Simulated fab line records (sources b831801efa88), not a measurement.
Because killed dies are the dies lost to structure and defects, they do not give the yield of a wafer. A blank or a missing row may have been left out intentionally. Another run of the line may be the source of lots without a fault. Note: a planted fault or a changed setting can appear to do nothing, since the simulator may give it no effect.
The tool behind it: which one?	flow sky130	6 lots, 18 wafers sampled, at 1 step of a route of 708

WHAT THE GAUGES SHOWED, per wafer
SKY_VIA4_OVL_MEAS_11.
lot	measured	on	VIA4_OVL (nm)
L859	day 43 18:18	overlay-02	-1.0 -1.4 -2.2
L862	day 45 11:05	overlay-02	-0.5 -2.0 0.2
L864	day 46 13:24	overlay-02	0.3 0.3 1.7
L872	day 47 16:47	overlay-02	-2.4 -0.9 -0.4
L875	day 48 08:10	overlay-01	-1.0 0.9 0.7
L879	day 48 20:22	overlay-01	-0.5 -1.3 0.2

WHAT TOOL EACH LOT RAN ON (gives the tool, then ch and the chambers of the sampled wafers, and finally the start)
The record shows no process step preceding these readings.

THE ANSWER, worked out from the rows above alone
Rule: usual is defined by the lots themselves. The widest of any qualifying gaps counts: lots, ordered by their means at a reading, are off when they make up no more than a third of the lots, leave a main group of 4 or more, and stand apart from it by 3 or more times the standard deviation of that group's means. A main group is skipped when, at the precision printed for the reading in the tables above, its means are all equal. Also off: a lot with no number at a reading for which 4 or more lots have one. The other lots that the step has rows for count as sound.
No lot is off on any of the readings shown, so nothing can be concluded from this.

WHAT WAS PUT IN BY THE SIMULATOR
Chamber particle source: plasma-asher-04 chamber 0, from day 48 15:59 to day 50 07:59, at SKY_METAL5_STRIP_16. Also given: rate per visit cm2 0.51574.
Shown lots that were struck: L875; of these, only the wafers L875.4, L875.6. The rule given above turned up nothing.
